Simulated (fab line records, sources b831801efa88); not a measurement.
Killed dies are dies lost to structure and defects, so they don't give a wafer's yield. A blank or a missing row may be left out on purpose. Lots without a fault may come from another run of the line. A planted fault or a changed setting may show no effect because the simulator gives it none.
fab line records | flow sky130
record lots=14 wafers=42 last_day=50
route steps=708 shown SONOS_TUNNEL@161 POLY_GATE@205 LDD_N@244
lots that met no fault: from a run of the same line without faults
start_h: hours from the record's first day to the start of the lot's first wafer shown | wait_h: hours since the lot's step before | " the same as in the row above | L1.1+2: a row that stands for several wafers | - no value, or no start given | * or withheld: withheld | < > ~ a bound
route shown NAME@n: a module of which the file shows steps, and the number in the route of the first | usual: mean/standard deviation of fault-free wafers | same: alike in all rows | chamber/n: place in a boat | sites: the reading at each site | _std_site: their standard deviation | _edge_site: outer sites' mean less inner sites' | radius_mm: how far each site lies from the wafer's centre | mask NAME#n: copy n | behind: the tool/chamber that last shaped the wafer | hold: why the lot was held/for how many hours/how that ended | device: the transistor (n, p or np) that didn't switch | end of line: the same wafers' tests at the end of the route | a step without rows: its recipe alone | killed: dies lost to structure and defects at the first sort, not the wafer's yield | map: a wafer's dies, x killed, . not, _ none there
set.NAME: the setting as run; set.NAME@STEP: as run at that earlier step | model.NAME: the simulator's own value behind a step, which no gauge read
steps of the route over a sample of lots; a table a step, a row a wafer
services: from which hour (start_h, from the record's first day; less than 0 if before it) a tool's chamber was out of use, for how many hours, and why
## steps
# step SKY_SONOS_TUNNEL_CD_MEAS_07
# recipe target_cd_nm=410
# usual cd_nm=409.5/2.2
# columns lot.wafer tool chamber start_h wait_h cd_nm
L815.1 cd_sem-01 - 264.43 0.1 411.6
L815.2 " - " " 411.6
L815.3 " - " " 409.7
L816.2 cd_sem-01 - 268.53 0.1 410.7
L816.3 " - " " 410.8
L816.4 " - " " 412.4
L817.2 cd_sem-02 - 274.84 0.1 409.9
L817.4 " - " " 409.1
L817.6 " - " " 407.2
L818.2 cd_sem-01 - 280.60 0.1 406.0
L818.3 " - " " 407.3
L818.5 " - " " 406.2
L820.2 cd_sem-02 - 296.99 0.1 407.0
L820.4 " - " " 409.5
L820.5 " - " " 409.1
L823.1 cd_sem-02 - 319.07 0.1 414.2
L823.4 " - " " 414.1
L823.6 " - " " 414.2
L830.1 cd_sem-01 - 370.76 0.1 406.1
L830.2 " - " " 406.0
L830.5 " - " " 405.6
L831.2 cd_sem-02 - 380.78 0.1 409.9
L831.5 " - " " 412.0
L831.6 " - " " 412.3
L832.1 cd_sem-02 - 386.61 0.1 408.9
L832.3 " - " " 409.4
L832.4 " - " " 408.8
L833.1 cd_sem-02 - 393.41 0.1 409.2
L833.3 " - " " 412.1
L833.6 " - " " 410.2
L834.2 cd_sem-02 - 403.23 0.1 407.4
L834.4 " - " " 406.8
L834.5 " - " " 409.1
L835.3 cd_sem-01 - 411.00 0.1 410.2
L835.5 " - " " 409.8
L835.6 " - " " 409.6
L836.3 cd_sem-01 - 423.82 0.1 408.3
L836.5 " - " " 409.0
L836.6 " - " " 406.3
L837.2 cd_sem-01 - 432.45 0.1 408.4
L837.4 " - " " 410.0
L837.6 " - " " 408.7
# step SKY_POLY_GATE_THK_MEAS_01
# recipe reads=poly-Si_of_POLY_GATE_CVD_00
# usual POLY_GATE_CVD_00_THK=179.7/1.9
# columns lot.wafer tool chamber start_h wait_h POLY_GATE_CVD_00_THK[nm]
L815.1 film_metro-03 - 345.87 0.0 180.7
L815.2 " - " " 180.4
L815.3 " - " " 179.7
L816.2 film_metro-01 - 345.88 0.0 179.0
L816.3 " - " " 178.9
L816.4 " - " " 180.1
L817.2 film_metro-03 - 351.62 0.0 183.1
L817.4 " - " " 182.1
L817.6 " - " " 183.1
L818.2 film_metro-01 - 351.62 0.0 182.6
L818.3 " - " " 183.1
L818.5 " - " " 182.4
L820.2 film_metro-01 - 368.43 0.0 182.7
L820.4 " - " " 182.1
L820.5 " - " " 182.4
L823.1 film_metro-01 - 386.73 0.0 177.1
L823.4 " - " " 178.5
L823.6 " - " " 178.2
L830.1 film_metro-04 - 447.89 0.0 179.4
L830.2 " - " " 178.8
L830.5 " - " " 177.6
L832.1 film_metro-04 - 457.14 0.0 179.5
L832.3 " - " " 180.1
L832.4 " - " " 178.7
L831.2 film_metro-03 - 458.35 0.0 179.1
L831.5 " - " " 179.7
L831.6 " - " " 179.1
L833.1 film_metro-04 - 467.01 0.0 182.0
L833.3 " - " " 180.7
L833.6 " - " " 182.3
L834.2 film_metro-03 - 479.86 0.0 180.4
L834.4 " - " " 181.8
L834.5 " - " " 182.0
L835.3 film_metro-01 - 491.22 0.0 181.6
L835.5 " - " " 181.3
L835.6 " - " " 179.7
L836.3 film_metro-04 - 499.11 0.0 177.5
L836.5 " - " " 177.9
L836.6 " - " " 177.5
L837.2 film_metro-03 - 506.47 0.0 179.4
L837.4 " - " " 179.8
L837.6 " - " " 177.9
# step SKY_POLY_GATE_ETCH_16
# recipe stop_on=poly-Si chemistry=CH3F/O2 target=Si3N4 source_w=400 bias_w=80 pressure_mtorr=25 ch3f_flow_sccm=40 O2_flow_sccm=30 time_s=147.5 target_depth_a=750
# usual O2_flow_sccm=30.01/0.093 bias_w=79.96/0.22 chamber_pressure_mTorr=24.998/0.024 drypump_motor_current_A=5.9/0.4 oes_product_au=0.640/0.0053 throttle_valve_pct=10.535/0.0091
# columns lot.wafer tool chamber start_h wait_h O2_flow_sccm bias_w chamber_pressure_mTorr drypump_motor_current_A oes_product_au rf_hours_counter_h throttle_valve_pct
L816.2 rie_diel-04 3 402.92 0.0 29.96 79.95 24.992 5.7 0.638 3 10.537
L816.3 " 2 " " 29.80 80.21 24.979 6.3 0.636 42 10.550
L816.4 " 1 " " 30.01 79.66 24.994 5.4 0.640 0 10.530
L815.1 rie_diel-01 3 403.27 0.0 30.17 79.49 25.004 5.9 0.642 31 10.545
L815.2 " 1 " " 30.00 79.74 24.988 5.6 0.648 4 10.524
L815.3 " 0 " " 29.93 80.01 24.993 6.2 0.647 14 10.534
L817.2 rie_diel-01 0 408.87 0.0 30.20 79.73 24.979 6.3 0.634 14 10.545
L817.4 " 3 " " 30.14 80.10 24.982 5.9 0.638 32 10.528
L817.6 " 2 " " 30.07 79.92 24.992 5.7 0.642 - 10.541
L818.2 rie_diel-02 3 411.31 0.0 29.97 80.27 24.997 6.3 0.644 52 10.534
L818.3 " 1 " " 29.90 80.09 24.997 6.7 0.638 88 10.542
L818.5 " 0 " " 29.97 79.75 24.993 6.2 0.638 - 10.552
L820.2 rie_diel-01 2 427.57 0.0 - - - - - - -
L820.4 " 1 " " - - - - - - -
L820.5 " 1 " " - - - - - - -
L823.1 rie_diel-01 2 448.50 0.0 - - - - - - -
L823.4 " 1 " " - - - - - - -
L823.6 " 3 " " - - - - - - -
L830.1 rie_diel-01 0 511.41 0.0 30.00 79.97 25.006 6.2 0.640 16 10.556
L830.2 " 3 " " 30.08 79.99 24.971 5.9 0.641 34 10.537
L830.5 " 3 " " 29.91 80.07 24.948 5.9 0.644 - 10.528
L832.1 rie_diel-01 3 520.21 0.0 30.06 79.73 24.993 5.9 0.640 34 10.527
L832.3 " 2 " " 29.94 79.84 24.997 5.7 0.639 21 10.533
L832.4 " 0 " " 30.42 79.82 24.993 6.2 0.640 16 10.547
L831.2 rie_diel-02 0 521.92 0.0 30.00 79.93 25.034 6.1 0.648 54 10.539
L831.5 " 2 " " 30.22 79.88 25.027 4.9 0.635 - 10.537
L831.6 " 0 " " 30.06 79.72 25.041 6.2 0.639 - 10.535
L833.1 rie_diel-04 1 528.41 0.0 30.05 79.84 24.965 5.5 0.633 3 10.530
L833.3 " 2 " " 29.99 80.26 25.007 6.4 0.640 44 10.514
L833.6 " 2 " " 30.02 80.42 24.977 6.3 0.637 - 10.538
L834.2 rie_diel-01 2 557.97 0.0 30.06 79.92 24.989 5.7 0.632 22 10.533
L834.4 " 0 " " 29.98 79.95 25.036 6.2 0.637 17 10.531
L834.5 " 3 " " 30.17 79.78 24.969 6.0 0.643 - 10.537
L835.3 rie_diel-04 1 558.26 0.0 30.13 79.78 24.997 5.4 0.636 3 10.535
L835.5 " 0 " " 30.03 80.12 24.982 5.8 0.644 - 10.529
L835.6 " 3 " " 29.81 79.98 25.000 5.7 0.637 - 10.523
L836.3 rie_diel-02 1 559.95 0.0 29.97 79.65 25.042 6.7 0.639 0 10.530
L836.5 " 3 " " 29.84 80.02 25.016 6.3 0.640 - 10.538
L836.6 " 2 " " 30.04 79.65 25.014 4.9 0.643 - 10.550
L837.2 rie_diel-04 0 567.77 0.0 30.04 80.12 25.031 5.9 0.642 75 10.525
L837.4 " 1 " " 30.07 80.23 24.956 5.4 0.636 3 10.521
L837.6 " 0 " " 30.00 79.98 25.039 5.9 0.631 - 10.530
# step SKY_POLY_GATE_STRIP_18
# recipe chemistry=O2/N2 power_w=1400 pressure_mtorr=1500 platen_temp_c=withheld o2_flow_sccm=3000 n2_flow_sccm=300 overash_fraction=0.5
# usual chamber_pressure_mTorr=1499.9/1.4 drypump_motor_current_A=5.7/0.34 oes_product_au=0.361/0.0045 strip_time_to_endpoint_s=3.17/0.036
# columns lot.wafer tool chamber start_h wait_h chamber_pressure_mTorr drypump_motor_current_A oes_product_au rf_hours_counter_h strip_time_to_endpoint_s
L816.2 plasma_asher-04 0 403.07 0.0 1500.2 5.6 0.362 72 3.21
L816.3 " 1 " " 1497.7 6.0 0.358 - 3.14
L816.4 " 0 " " 1498.5 5.6 0.361 - 3.15
L815.1 plasma_asher-02 0 403.42 0.0 1500.6 5.3 0.363 59 3.18
L815.2 " 1 " " 1498.9 6.2 0.355 59 3.15
L815.3 " 1 " " 1499.0 6.2 0.358 - 3.20
L817.2 plasma_asher-03 1 409.02 0.0 1500.4 5.3 0.371 26 3.21
L817.4 " 0 " " 1500.9 6.0 0.359 - 3.15
L817.6 " 1 " " 1499.7 5.3 0.361 - 3.18
L818.2 plasma_asher-04 0 411.46 0.0 1501.3 5.6 0.369 73 3.16
L818.3 " 0 " " 1501.0 5.6 0.351 - 3.14
L818.5 " 1 " " 1498.6 6.0 0.356 - 3.22
L820.2 plasma_asher-03 0 427.72 0.0 1501.0 6.0 0.410 28 4.35
L820.4 " 1 " " 1501.4 5.3 0.410 - 4.29
L820.5 " 0 " " 1500.3 6.0 0.411 - 4.32
L823.1 plasma_asher-04 0 448.73 0.1 1503.6 5.6 0.410 77 4.32
L823.4 " 0 " " 1500.8 5.6 0.411 - 4.29
L823.6 " 1 " " 1503.1 6.0 0.411 - 4.34
L830.1 plasma_asher-04 0 511.56 0.0 1500.7 5.6 0.361 83 3.21
L830.2 " 1 " " 1501.3 6.0 0.358 83 3.18
L830.5 " 0 " " 1500.6 5.6 0.369 - 3.20
L832.1 plasma_asher-02 0 520.36 0.0 1497.9 5.3 0.358 71 3.19
L832.3 " 0 " " 1500.0 5.3 0.361 - 3.19
L832.4 " 1 " " 1499.2 6.2 0.359 - 3.24
L831.2 plasma_asher-04 1 522.07 0.0 1501.2 6.0 0.360 85 3.18
L831.5 " 1 " " 1499.1 6.0 0.357 - 3.18
L831.6 " 0 " " 1499.1 5.6 0.365 - 3.18
L833.1 plasma_asher-03 1 528.56 0.0 1500.5 5.3 0.365 38 3.17
L833.3 " 0 " " 1498.3 6.0 0.355 - 3.15
L833.6 " 0 " " 1501.4 6.0 0.356 - 3.16
L834.2 plasma_asher-03 0 558.12 0.0 1499.1 6.0 0.360 41 3.15
L834.4 " 0 " " 1500.5 6.0 0.365 - 3.21
L834.5 " 0 " " 1499.1 6.0 0.354 - 3.16
L835.3 plasma_asher-04 1 558.44 0.1 1502.4 6.0 0.362 - 3.19
L835.5 " 1 " " 1500.2 6.0 0.355 - 3.11
L835.6 " 0 " " 1498.7 5.6 0.360 - 3.17
L836.3 plasma_asher-04 0 560.14 0.1 1497.5 5.6 0.366 - 3.17
L836.5 " 0 " " 1498.7 5.6 0.359 - 3.17
L836.6 " 1 " " 1498.7 6.0 0.370 - 3.22
L837.2 plasma_asher-03 1 567.92 0.0 1499.0 5.3 0.359 41 3.13
L837.4 " 0 " " 1502.4 6.0 0.359 - 3.22
L837.6 " 1 " " 1499.2 5.3 0.359 - 3.16
# step SKY_LDD_N_OVL_MEAS_07
# usual LDD_N_OVL=0.4/1.4
# columns lot.wafer tool chamber start_h wait_h LDD_N_OVL[nm]
L816.2 overlay-02 - 438.08 0.1 -1.0
L816.3 " - " " 0.0
L816.4 " - " " -1.8
L815.1 overlay-01 - 438.37 0.1 0.8
L815.2 " - " " 1.8
L815.3 " - " " 2.9
L818.2 overlay-01 - 446.68 0.1 1.3
L818.3 " - " " -1.0
L818.5 " - " " 1.9
L817.2 overlay-02 - 447.27 0.1 -0.5
L817.4 " - " " 1.6
L817.6 " - " " 0.5
L820.2 overlay-01 - 461.44 0.1 0.0
L820.4 " - " " 0.1
L820.5 " - " " 0.6
L823.1 overlay-02 - 481.11 0.1 1.1
L823.4 " - " " 1.6
L823.6 " - " " 0.7
L830.1 overlay-01 - 541.88 0.1 -1.0
L830.2 " - " " 0.0
L830.5 " - " " 0.1
L832.1 overlay-02 - 551.53 0.1 -3.2
L832.3 " - " " 1.7
L832.4 " - " " -0.6
L831.2 overlay-02 - 553.57 0.1 0.2
L831.5 " - " " -0.4
L831.6 " - " " -0.4
L833.1 overlay-02 - 559.36 0.1 2.4
L833.3 " - " " 2.6
L833.6 " - " " 3.3
L835.3 overlay-01 - 590.03 0.1 -0.2
L835.5 " - " " -2.0
L835.6 " - " " -1.4
L834.2 overlay-02 - 590.33 0.1 1.9
L834.4 " - " " 1.4
L834.5 " - " " 0.1
L836.3 overlay-01 - 591.49 0.1 1.4
L836.5 " - " " -1.5
L836.6 " - " " 1.5
L837.2 overlay-01 - 599.39 0.1 1.3
L837.4 " - " " 2.0
L837.6 " - " " 1.1
## services
# columns tool chamber start_h hours kind
rie_diel-02 2 380.23 3.6 repair
rie_diel-04 3 386.34 8.9 repair
rie_diel-02 3 389.88 11.8 repair
rie_diel-02 2 405.36 - clean
rie_diel-02 2 405.36 22.8 scheduled_down
rie_diel-02 2 405.36 22.8 vent_cycle
plasma_asher-04 - 421.81 2.0 repair
rie_diel-02 3 437.05 1.4 repair
rie_diel-04 2 443.44 5.8 repair
plasma_asher-02 - 448.25 2.8 pm
rie_diel-04 0 461.20 12.0 repair
plasma_asher-04 - 494.87 1.0 repair
rie_diel-01 2 500.63 9.8 repair
rie_diel-02 3 518.05 5.6 repair
rie_diel-02 1 523.61 - clean
rie_diel-02 1 523.61 21.1 scheduled_down
rie_diel-02 1 523.61 21.1 vent_cycle
rie_diel-02 2 543.98 3.5 repair
rie_diel-04 0 550.24 1.2 repair
## key
first_sign step=SKY_POLY_GATE_ETCH_16 reading=tool_record direction=missing
effect step=SKY_POLY_GATE_STRIP_18 reading=strip_time_to_endpoint_s direction=up sigmas=32 usual=* struck=*
met_at SKY_POLY_GATE_ETCH_16
struck_lots L820,L823
later_rows_left_out L820.2,L820.4,L820.5,L823.1,L823.4,L823.6
sort_left_out L820.2,L820.4,L820.5,L823.1,L823.4,L823.6
tester_left_out L820,L823
not_acting_at SKY_SONOS_TUNNEL_CD_MEAS_07,SKY_POLY_GATE_THK_MEAS_01,SKY_LDD_N_OVL_MEAS_07
onset_between 408.87 427.57
fault kind=skipped_step_whole tool=rie_diel-01 chamber=- onset_h=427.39 steps=SKY_POLY_GATE_ETCH_16 scope=struck_lots_only
# tester_left_out: of these lots the tester's yield and bins aren't shown, on N5 and GAA mostly nor the transistor test; their killed dies are dies lost to structure and defects alone, not to doping, threshold or leakage, so they don't give the yield
# sort_left_out: the simulated sort isn't trusted on such a fault, so these wafers' sort isn't shown, and their yield isn't known
# later_rows_left_out: the simulator's readings of these wafers behind a module that went badly wrong aren't trusted and aren't shown, but for the sort
